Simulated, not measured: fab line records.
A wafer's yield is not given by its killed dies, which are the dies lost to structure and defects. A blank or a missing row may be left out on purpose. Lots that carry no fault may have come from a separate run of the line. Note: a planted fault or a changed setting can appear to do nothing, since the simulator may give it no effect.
fab line records	flow gf180mcu	part 1 of 2: steps 1 to 28 of 38
record lots=5	wafers=15	last_day=33
route steps=602 shown STI@27 DNWELL@32 NWELL@42 LVPWELL@54
lots with no fault: from the same line, run without faults
start_h: hours from the record's first day to the start of the lot's first wafer shown	wait_h: time in hours since the lot's previous step	" identical to the entry in the row above	L1.1+2: one row covering several wafers at once	- value missing, or start not given	* or withheld: withheld	< > ~ a bound
route shown NAME@n: NAME is a module with steps in the file, n the number in the route of the first one	usual: the fault-free wafers' mean and standard deviation	same: alike in all rows	chamber/n: place in a boat	sites: readings site by site	_std_site: standard deviation across them	_edge_site: the outer-site mean with the inner-site mean subtracted	radius_mm: how far each site lies from the wafer's centre	mask NAME#n: copy n	behind: the most recent tool/chamber to have shaped the wafer	hold: why the lot was held/for how many hours/how that ended	device: whichever transistor did not switch (one of n, p or np)	end of line: at the end of the route, the tests of the same wafers	step lacking rows: just its recipe	killed: dies that structure and defects cost at the first sort, which is not the same as the wafer's yield	map: a wafer's dies, marking killed ones x, the rest . and places with no die _
set.NAME: setting as actually run; set.NAME@STEP: the setting as run at that earlier step	model.NAME: the simulator's own value behind a step, which no gauge read
lots at selected steps of the route; one table per step, one row per wafer
services: from which hour (start_h, from the record's first day; less than 0 if before it) a tool's chamber was out of use, for how many hours, and why
## steps
# step GF_STI_WET_ETCH_26
# recipe chemistry=dHF	target_depth_nm=94	target=SiO2	temp_c=25	dilution=10:1	time_s=188
lot.wafer	tool	chamber	start_h	wait_h
L076.1+5+6	wet_bench-02	2	38.62	0.2
L077.4+5+6	wet_bench-03	2	42.88	0.2
L078.2+4+5	wet_bench-04	3	49.86	0.2
L088.1+5+6	wet_bench-04	2	99.53	0.1
L091.1+4+5	wet_bench-04	0	115.21	0.2
# step GF_STI_WET_ETCH_27
# recipe chemistry=H3PO4	target_depth_nm=160	target=Si3N4	temp_c=160	time_s=1825
lot.wafer	tool	chamber	start_h	wait_h
L076.1+5+6	wet_bench-03	2	38.68	0.0
L077.4+5+6	wet_bench-02	0	42.94	0.0
L078.2+4+5	wet_bench-03	3	49.93	0.0
L088.1+5+6	wet_bench-02	0	99.60	0.0
L091.1+4+5	wet_bench-02	2	115.28	0.0
# step GF_STI_WET_ETCH_28
# recipe chemistry=dHF	target_depth_nm=20	dry=ipa_marangoni	target=SiO2	temp_c=25	dilution=10:1	time_s=40
lot.wafer	tool	chamber	start_h	wait_h
L076.1+5+6	wet_bench-04	1	39.20	0.0
L077.4+5+6	wet_bench-04	2	43.45	0.0
L078.2+4+5	wet_bench-02	1	50.45	0.0
L088.1+5+6	wet_bench-04	1	100.11	0.0
L091.1+4+5	wet_bench-03	2	115.79	0.0
# step GF_STI_OXIDATION_29
# recipe temp_c=900	ambient=O2	stabilise_s=600	purge_s=300	target_thk_a=100	ox_time_s=1418
lot.wafer	tool	chamber	start_h	wait_h
L076.1+5+6	furnace-02	0	39.22	0.0
L077.4+5+6	furnace-01	0	44.20	0.7
L078.2+4+5	furnace-02	0	51.11	0.6
L088.1+5+6	furnace-01	0	100.16	0.0
L091.1+4+5	furnace-02	0	116.40	0.6
# step GF_STI_THK_MEAS_30
# recipe reads=SiO2_of_STI_OXIDATION_29
# usual STI_OXIDATION_02_THK=10.08/0.16
lot.wafer	tool	chamber	start_h	wait_h	STI_OXIDATION_02_THK[nm]
L076.1	film_metro-03	-	40.61	0.0	10.12
L076.5	"	-	"	"	10.23
L076.6	"	-	"	"	10.31
L077.4	film_metro-03	-	45.63	0.0	9.94
L077.5	"	-	"	"	9.95
L077.6	"	-	"	"	10.16
L078.2	film_metro-04	-	52.51	0.0	10.18
L078.4	"	-	"	"	10.07
L078.5	"	-	"	"	10.02
L088.1	film_metro-01	-	101.55	0.0	9.91
L088.5	"	-	"	"	9.88
L088.6	"	-	"	"	9.97
L091.1	film_metro-04	-	117.79	0.0	10.22
L091.4	"	-	"	"	10.19
L091.5	"	-	"	"	10.26
# step GF_DNWELL_DEHYDRATE_00
# recipe temp_c=200	time_s=60
# usual exhaust_pa=44.8/1.1
lot.wafer	tool	chamber	start_h	wait_h	exhaust_pa
L076.1	litho_track-01	0	46.24	5.6	46.3
L076.5	"	0	"	"	45.1
L076.6	"	0	"	"	46.4
L077.4	litho_track-03	0	51.17	5.5	44.7
L077.5	"	0	"	"	44.8
L077.6	"	0	"	"	44.9
L078.2	litho_track-02	0	58.31	5.8	44.2
L078.4	"	0	"	"	44.6
L078.5	"	0	"	"	44.1
L088.1	litho_track-01	0	107.54	6.0	44.6
L088.5	"	0	"	"	45.1
L088.6	"	0	"	"	44.0
L091.1	litho_track-03	0	124.40	6.6	44.2
L091.4	"	0	"	"	46.1
L091.5	"	0	"	"	44.7
# step GF_DNWELL_HMDS_01
# recipe prime_time_s=60	prime_temp_c=120
# usual exhaust_pa=44.9/0.91
lot.wafer	tool	chamber	start_h	wait_h	exhaust_pa
L076.1	litho_track-01	0	46.39	0.1	45.5
L076.5	"	0	"	"	44.8
L076.6	"	0	"	"	43.9
L077.4	litho_track-03	0	51.32	0.1	45.5
L077.5	"	0	"	"	45.6
L077.6	"	0	"	"	46.2
L078.2	litho_track-02	0	58.46	0.1	45.6
L078.4	"	0	"	"	43.6
L078.5	"	0	"	"	46.3
L088.1	litho_track-01	0	107.69	0.1	46.2
L088.5	"	0	"	"	46.4
L088.6	"	0	"	"	46.7
L091.1	litho_track-03	0	124.55	0.1	46.7
L091.4	"	0	"	"	46.0
L091.5	"	0	"	"	45.2
# step GF_DNWELL_COAT_02
# recipe spin_rpm=2000	resist_thk_nm=3000
# usual exhaust_pa=45.0/0.85
lot.wafer	tool	chamber	start_h	wait_h	exhaust_pa
L076.1	litho_track-01	0	46.54	0.1	45.0
L076.5	"	0	"	"	45.3
L076.6	"	0	"	"	45.5
L077.4	litho_track-03	0	51.47	0.1	45.8
L077.5	"	0	"	"	45.6
L077.6	"	0	"	"	45.0
L078.2	litho_track-02	0	58.61	0.1	44.4
L078.4	"	0	"	"	43.1
L078.5	"	0	"	"	44.9
L088.1	litho_track-01	0	107.84	0.1	43.0
L088.5	"	0	"	"	44.1
L088.6	"	0	"	"	45.4
L091.1	litho_track-03	0	124.70	0.1	44.7
L091.4	"	0	"	"	43.4
L091.5	"	0	"	"	45.4
# step GF_DNWELL_SOFTBAKE_03
# recipe temp_c=110	time_s=withheld
# usual exhaust_pa=44.9/0.9
lot.wafer	tool	chamber	start_h	wait_h	exhaust_pa
L076.1	litho_track-01	0	46.69	0.1	44.0
L076.5	"	0	"	"	44.9
L076.6	"	0	"	"	46.3
L077.4	litho_track-03	0	51.65	0.1	44.6
L077.5	"	0	"	"	45.5
L077.6	"	0	"	"	44.8
L078.2	litho_track-02	0	58.76	0.1	43.9
L078.4	"	0	"	"	43.7
L078.5	"	0	"	"	44.0
L088.1	litho_track-01	0	107.99	0.1	44.8
L088.5	"	0	"	"	45.0
L088.6	"	0	"	"	45.2
L091.1	litho_track-03	0	124.85	0.1	45.0
L091.4	"	0	"	"	42.6
L091.5	"	0	"	"	45.1
# step GF_DNWELL_EXPOSE_04
# recipe mask_id=DNWELL	target_cd_nm=1700	na=0.6	source_shape=conventional	sigma_outer=0.6	dose_mj=260
# same na=0.6
lot.wafer	tool	chamber	start_h	wait_h	mask
L076.1+5+6	iline_stepper-02	0	-	-	DNWELL#0
L077.4+5+6	iline_stepper-01	0	-	-	DNWELL#0
L078.2+4+5	iline_stepper-02	0	-	-	DNWELL#0
L088.1+5+6	iline_stepper-02	0	-	-	DNWELL#0
L091.1+4+5	iline_stepper-02	0	-	-	DNWELL#0
# step GF_DNWELL_PEB_05
# recipe temp_c=115	time_s=withheld
# usual exhaust_pa=44.9/0.91
lot.wafer	tool	chamber	start_h	wait_h	exhaust_pa
L076.1	litho_track-01	0	-	-	44.9
L076.5	"	0	"	"	44.7
L076.6	"	0	"	"	44.4
L077.4	litho_track-02	0	-	-	45.1
L077.5	"	0	"	"	44.5
L077.6	"	0	"	"	44.0
L078.2	litho_track-02	0	-	-	46.2
L078.4	"	0	"	"	45.9
L078.5	"	0	"	"	45.1
L088.1	litho_track-03	0	-	-	44.9
L088.5	"	0	"	"	44.8
L088.6	"	0	"	"	45.1
L091.1	litho_track-03	0	-	-	44.1
L091.4	"	0	"	"	44.9
L091.5	"	0	"	"	46.3
# step GF_DNWELL_DEVELOP_06
# recipe wall_angle_deg=90	develop_time_s=60	dev_temp_c=23
# usual exhaust_pa=45.1/0.91
lot.wafer	tool	chamber	start_h	wait_h	exhaust_pa
L076.1	litho_track-01	0	-	-	46.8
L076.5	"	0	"	"	44.9
L076.6	"	0	"	"	46.6
L077.4	litho_track-02	0	-	-	45.5
L077.5	"	0	"	"	45.2
L077.6	"	0	"	"	45.6
L078.2	litho_track-02	0	-	-	46.1
L078.4	"	0	"	"	45.1
L078.5	"	0	"	"	44.6
L088.1	litho_track-03	0	-	-	44.4
L088.5	"	0	"	"	44.5
L088.6	"	0	"	"	45.6
L091.1	litho_track-03	0	-	-	45.8
L091.4	"	0	"	"	44.6
L091.5	"	0	"	"	45.3
# step GF_DNWELL_IMPLANT_07
# recipe species=P	energy_kev=1500	dose_cm2=1e+13	tilt_deg=0
# usual beam_energy_keV=1500.1/0.43
lot.wafer	tool	chamber	start_h	wait_h	beam_energy_keV
L076.1	implanter-01	0	52.94	-	1500.4
L076.5	"	0	"	"	1501.2
L076.6	"	0	"	"	1500.5
L077.4	implanter-03	0	58.01	-	1499.4
L077.5	"	0	"	"	1499.9
L077.6	"	0	"	"	1499.5
L078.2	implanter-01	0	65.00	-	1500.7
L078.4	"	0	"	"	1499.9
L078.5	"	0	"	"	1501.4
L088.1	implanter-02	0	115.80	-	1500.0
L088.5	"	0	"	"	1499.8
L088.6	"	0	"	"	1499.9
L091.1	implanter-01	0	132.80	-	1500.0
L091.4	"	0	"	"	1500.0
L091.5	"	0	"	"	1500.0
# step GF_DNWELL_STRIP_08
# recipe chemistry=O2/N2	power_w=1400	pressure_mtorr=1500	platen_temp_c=250	o2_flow_sccm=3000	n2_flow_sccm=300	overash_fraction=0.5
# usual drypump_motor_current_A=5.87/0.29	heater_power_w=354/34	o2_flow_sccm=3000/9.8	oes_product_au=0.723/0.0047	strip_time_to_endpoint_s=36.99/0.11
lot.wafer	tool	chamber	start_h	wait_h	drypump_motor_current_A	heater_power_w	o2_flow_sccm	oes_product_au	rf_hours_counter_h	strip_time_to_endpoint_s
L076.1	plasma_asher-02	1	53.09	0.1	6.14	344	3020	0.717	24	37.10
L076.5	"	1	"	"	6.11	336	3011	0.720	-	37.02
L076.6	"	0	"	"	5.63	381	2997	0.730	-	36.93
L077.4	plasma_asher-02	1	58.11	0.1	6.16	346	3011	0.719	-	37.19
L077.5	"	0	"	"	5.63	382	3006	0.724	-	37.15
L077.6	"	1	"	"	6.13	342	3001	0.727	-	37.05
L078.2	plasma_asher-02	1	65.13	0.1	6.14	348	3007	0.718	25	37.04
L078.4	"	0	"	"	5.63	368	3010	0.726	-	36.96
L078.5	"	0	"	"	5.63	382	2998	0.727	-	36.97
L088.1	plasma_asher-02	1	115.95	0.1	6.15	344	3008	0.718	30	36.92
L088.5	"	0	"	"	5.64	378	3015	0.730	-	37.04
L088.6	"	1	"	"	6.13	338	3003	0.717	-	36.92
L091.1	plasma_asher-04	0	132.95	0.1	5.26	306	2995	0.731	1	37.14
L091.4	"	1	"	"	6.05	395	3007	0.720	-	37.17
L091.5	"	1	"	"	6.05	392	2992	0.719	-	37.17
# step GF_DNWELL_TW_MEAS_09
# usual DNWELL_TW=1339/15
lot.wafer	tool	chamber	start_h	wait_h	DNWELL_TW
L076.1	film_metro-04	-	53.19	0.1	1323
L076.5	"	-	"	"	1328
L076.6	"	-	"	"	1330
L077.4	film_metro-04	-	58.25	0.1	1327
L077.5	"	-	"	"	1324
L077.6	"	-	"	"	1327
L078.2	film_metro-03	-	65.24	0.1	1324
L078.4	"	-	"	"	1330
L078.5	"	-	"	"	1322
L088.1	film_metro-02	-	116.05	0.1	1357
L088.5	"	-	"	"	1350
L088.6	"	-	"	"	1350
L091.1	film_metro-04	-	133.05	0.1	1320
L091.4	"	-	"	"	1320
L091.5	"	-	"	"	1321
# step GF_NWELL_DEHYDRATE_00
# recipe temp_c=200	time_s=60
# usual exhaust_pa=44.9/0.82
lot.wafer	tool	chamber	start_h	wait_h	exhaust_pa
L076.1	litho_track-04	0	58.78	5.6	44.7
L076.5	"	0	"	"	44.6
L076.6	"	0	"	"	44.7
L077.4	litho_track-04	0	63.56	5.3	45.4
L077.5	"	0	"	"	45.3
L077.6	"	0	"	"	44.5
L078.2	litho_track-04	0	71.06	5.8	45.7
L078.4	"	0	"	"	45.8
L078.5	"	0	"	"	45.8
L088.1	litho_track-01	0	122.94	6.9	44.3
L088.5	"	0	"	"	44.2
L088.6	"	0	"	"	44.6
L091.1	litho_track-03	0	140.15	7.1	43.7
L091.4	"	0	"	"	43.4
L091.5	"	0	"	"	45.2
# step GF_NWELL_HMDS_01
# recipe prime_time_s=60	prime_temp_c=120
# usual exhaust_pa=45.1/0.88
lot.wafer	tool	chamber	start_h	wait_h	exhaust_pa
L076.1	litho_track-04	0	58.93	0.1	45.4
L076.5	"	0	"	"	44.8
L076.6	"	0	"	"	45.1
L077.4	litho_track-04	0	63.71	0.1	46.1
L077.5	"	0	"	"	46.0
L077.6	"	0	"	"	45.9
L078.2	litho_track-04	0	71.21	0.1	44.3
L078.4	"	0	"	"	44.0
L078.5	"	0	"	"	45.3
L088.1	litho_track-01	0	123.09	0.1	45.0
L088.5	"	0	"	"	44.0
L088.6	"	0	"	"	43.7
L091.1	litho_track-03	0	140.30	0.1	46.6
L091.4	"	0	"	"	45.3
L091.5	"	0	"	"	45.8
# step GF_NWELL_COAT_02
# recipe spin_rpm=2000	resist_thk_nm=3000
# usual exhaust_pa=45.0/0.88
lot.wafer	tool	chamber	start_h	wait_h	exhaust_pa
L076.1	litho_track-04	0	59.08	0.1	45.6
L076.5	"	0	"	"	44.7
L076.6	"	0	"	"	43.6
L077.4	litho_track-04	0	63.86	0.1	43.7
L077.5	"	0	"	"	44.5
L077.6	"	0	"	"	43.5
L078.2	litho_track-04	0	71.36	0.1	44.6
L078.4	"	0	"	"	43.8
L078.5	"	0	"	"	46.1
L088.1	litho_track-01	0	123.24	0.1	45.7
L088.5	"	0	"	"	45.6
L088.6	"	0	"	"	45.3
L091.1	litho_track-03	0	140.45	0.1	44.0
L091.4	"	0	"	"	43.7
L091.5	"	0	"	"	44.5
# step GF_NWELL_SOFTBAKE_03
# recipe temp_c=110	time_s=withheld
# usual exhaust_pa=44.9/0.96
lot.wafer	tool	chamber	start_h	wait_h	exhaust_pa
L076.1	litho_track-04	0	59.23	0.1	45.1
L076.5	"	0	"	"	46.5
L076.6	"	0	"	"	46.7
L077.4	litho_track-04	0	64.03	0.1	44.3
L077.5	"	0	"	"	46.3
L077.6	"	0	"	"	46.6
L078.2	litho_track-04	0	71.52	0.1	44.0
L078.4	"	0	"	"	43.9
L078.5	"	0	"	"	45.5
L088.1	litho_track-01	0	123.39	0.1	44.9
L088.5	"	0	"	"	43.9
L088.6	"	0	"	"	45.6
L091.1	litho_track-03	0	140.60	0.1	45.6
L091.4	"	0	"	"	44.5
L091.5	"	0	"	"	45.6
# step GF_NWELL_EXPOSE_04
# recipe mask_id=Nwell	target_cd_nm=860	na=0.6	source_shape=conventional	sigma_outer=0.6	dose_mj=260
# same na=0.6
lot.wafer	tool	chamber	start_h	wait_h	mask
L076.1+5+6	iline_stepper-01	0	-	-	Nwell#0
L077.4+5+6	iline_stepper-02	0	-	-	Nwell#0
L078.2+4+5	iline_stepper-02	0	-	-	Nwell#0
L088.1+5+6	iline_stepper-02	0	-	-	Nwell#0
L091.1+4+5	iline_stepper-02	0	-	-	Nwell#0
# step GF_NWELL_PEB_05
# recipe temp_c=115	time_s=withheld
# usual exhaust_pa=45.3/0.93
lot.wafer	tool	chamber	start_h	wait_h	exhaust_pa
L076.1	litho_track-01	0	-	-	46.7
L076.5	"	0	"	"	46.3
L076.6	"	0	"	"	46.0
L077.4	litho_track-04	0	-	-	45.6
L077.5	"	0	"	"	44.8
L077.6	"	0	"	"	45.4
L078.2	litho_track-03	0	-	-	45.3
L078.4	"	0	"	"	45.9
L078.5	"	0	"	"	44.5
L088.1	litho_track-01	0	-	-	46.0
L088.5	"	0	"	"	44.7
L088.6	"	0	"	"	46.0
L091.1	litho_track-01	0	-	-	45.0
L091.4	"	0	"	"	45.2
L091.5	"	0	"	"	43.8
# step GF_NWELL_DEVELOP_06
# recipe wall_angle_deg=90	develop_time_s=60	dev_temp_c=23
# usual exhaust_pa=44.9/0.83
lot.wafer	tool	chamber	start_h	wait_h	exhaust_pa
L076.1	litho_track-01	0	-	-	45.3
L076.5	"	0	"	"	45.7
L076.6	"	0	"	"	46.6
L077.4	litho_track-04	0	-	-	44.7
L077.5	"	0	"	"	44.7
L077.6	"	0	"	"	45.2
L078.2	litho_track-03	0	-	-	44.5
L078.4	"	0	"	"	45.9
L078.5	"	0	"	"	44.6
L088.1	litho_track-01	0	-	-	45.1
L088.5	"	0	"	"	43.9
L088.6	"	0	"	"	42.8
L091.1	litho_track-01	0	-	-	45.0
L091.4	"	0	"	"	43.8
L091.5	"	0	"	"	44.7
# step GF_NWELL_OVL_MEAS_07
# usual NWELL_OVL=0.4/1.8
lot.wafer	tool	chamber	start_h	wait_h	NWELL_OVL[nm]
L076.1	overlay-01	-	64.99	-	1.3
L076.5	"	-	"	"	3.8
L076.6	"	-	"	"	2.3
L077.4	overlay-02	-	70.70	-	-0.7
L077.5	"	-	"	"	-0.6
L077.6	"	-	"	"	-1.1
L078.2	overlay-01	-	77.80	-	0.4
L078.4	"	-	"	"	-1.0
L078.5	"	-	"	"	-2.8
L088.1	overlay-02	-	130.49	-	-0.5
L088.5	"	-	"	"	-4.2
L088.6	"	-	"	"	-1.5
L091.1	overlay-02	-	148.39	-	-3.2
L091.4	"	-	"	"	-2.9
L091.5	"	-	"	"	-3.0
# step GF_NWELL_IMPLANT_08
# recipe species=P	energy_kev=450	dose_cm2=1.5e+13	tilt_deg=0
# usual beam_energy_keV=450.03/0.14
lot.wafer	tool	chamber	start_h	wait_h	beam_energy_keV
L076.1	implanter-04	0	65.03	0.0	449.88
L076.5	"	0	"	"	450.00
L076.6	"	0	"	"	450.14
L077.4	implanter-02	0	70.79	0.1	450.13
L077.5	"	0	"	"	450.24
L077.6	"	0	"	"	449.92
L078.2	implanter-01	0	77.86	0.0	450.12
L078.4	"	0	"	"	449.96
L078.5	"	0	"	"	450.04
L088.1	implanter-04	0	130.53	0.0	449.99
L088.5	"	0	"	"	450.09
L088.6	"	0	"	"	449.96
L091.1	implanter-04	0	148.43	0.0	450.23
L091.4	"	0	"	"	450.10
L091.5	"	0	"	"	449.91
# step GF_NWELL_IMPLANT_09
# recipe species=P	energy_kev=160	dose_cm2=4e+12	tilt_deg=0
# usual beam_energy_keV=160.00/0.05
lot.wafer	tool	chamber	start_h	wait_h	beam_energy_keV
L076.1	implanter-04	0	65.18	0.1	160.00
L076.5	"	0	"	"	159.98
L076.6	"	0	"	"	159.97
L077.4	implanter-02	0	70.94	0.1	160.08
L077.5	"	0	"	"	160.06
L077.6	"	0	"	"	160.10
L078.2	implanter-01	0	78.01	0.1	159.96
L078.4	"	0	"	"	160.04
L078.5	"	0	"	"	160.07
L088.1	implanter-04	0	130.68	0.1	160.07
L088.5	"	0	"	"	160.03
L088.6	"	0	"	"	160.07
L091.1	implanter-04	0	148.58	0.1	160.01
L091.4	"	0	"	"	160.01
L091.5	"	0	"	"	160.01
# step GF_NWELL_STRIP_10
# recipe chemistry=O2/N2	power_w=1400	pressure_mtorr=1500	platen_temp_c=250	o2_flow_sccm=3000	n2_flow_sccm=300	overash_fraction=0.5
# usual drypump_motor_current_A=5.8/0.67	heater_power_w=335/53	o2_flow_sccm=3000/9.5	oes_product_au=0.722/0.0043	strip_time_to_endpoint_s=36.96/0.099
lot.wafer	tool	chamber	start_h	wait_h	drypump_motor_current_A	heater_power_w	o2_flow_sccm	oes_product_au	rf_hours_counter_h	strip_time_to_endpoint_s
L076.1	plasma_asher-03	0	65.33	0.1	6.0	264	2977	0.719	40	36.93
L076.5	"	1	"	"	6.1	297	3005	0.721	-	36.97
L076.6	"	0	"	"	6.0	270	3010	0.729	-	36.97
L077.4	plasma_asher-03	1	71.05	0.1	6.1	313	2994	0.727	-	36.97
L077.5	"	1	"	"	6.2	297	2994	0.716	-	37.10
L077.6	"	0	"	"	6.0	265	2982	0.719	-	37.05
L078.2	plasma_asher-03	1	78.13	0.1	6.1	303	3007	0.722	41	36.88
L078.4	"	0	"	"	6.0	269	3004	0.715	-	36.93
L078.5	"	1	"	"	6.2	306	3009	0.727	-	37.00
L088.1	plasma_asher-04	1	130.83	0.1	6.0	398	2996	0.719	1	36.92
L088.5	"	1	"	"	6.0	392	3008	0.729	-	36.89
L088.6	"	0	"	"	5.3	311	3019	0.724	-	36.92
L091.1	plasma_asher-04	1	148.73	0.1	6.1	389	2993	0.728	3	36.89
L091.4	"	1	"	"	6.1	398	3001	0.725	-	36.87
L091.5	"	0	"	"	5.3	311	2993	0.728	-	36.83
# step GF_NWELL_TW_MEAS_11
# usual NWELL_TW=1558/15
lot.wafer	tool	chamber	start_h	wait_h	NWELL_TW
L076.1	film_metro-04	-	65.43	0.1	1531
L076.5	"	-	"	"	1535
L076.6	"	-	"	"	1537
L077.4	film_metro-04	-	71.15	0.1	1538
L077.5	"	-	"	"	1540
L077.6	"	-	"	"	1543
L078.2	film_metro-04	-	78.24	0.1	1558
L078.4	"	-	"	"	1548
L078.5	"	-	"	"	1542
L088.1	film_metro-01	-	130.93	0.1	1548
L088.5	"	-	"	"	1559
L088.6	"	-	"	"	1561
L091.1	film_metro-02	-	148.83	0.1	1576
L091.4	"	-	"	"	1585
L091.5	"	-	"	"	1576
# step GF_LVPWELL_DEHYDRATE_00
# recipe temp_c=200	time_s=60
# usual exhaust_pa=44.9/0.92
lot.wafer	tool	chamber	start_h	wait_h	exhaust_pa
L076.1	litho_track-02	0	70.88	5.4	44.6
L076.5	"	0	"	"	46.4
L076.6	"	0	"	"	45.3
L077.4	litho_track-04	0	76.56	5.4	44.8
L077.5	"	0	"	"	43.5
L077.6	"	0	"	"	44.1
L078.2	litho_track-02	0	84.65	6.4	44.9
L078.4	"	0	"	"	43.7
L078.5	"	0	"	"	43.0
L088.1	litho_track-01	0	137.89	7.0	45.0
L088.5	"	0	"	"	44.3
L088.6	"	0	"	"	44.0
L091.1	litho_track-02	0	156.33	7.5	45.6
L091.4	"	0	"	"	46.7
L091.5	"	0	"	"	45.6
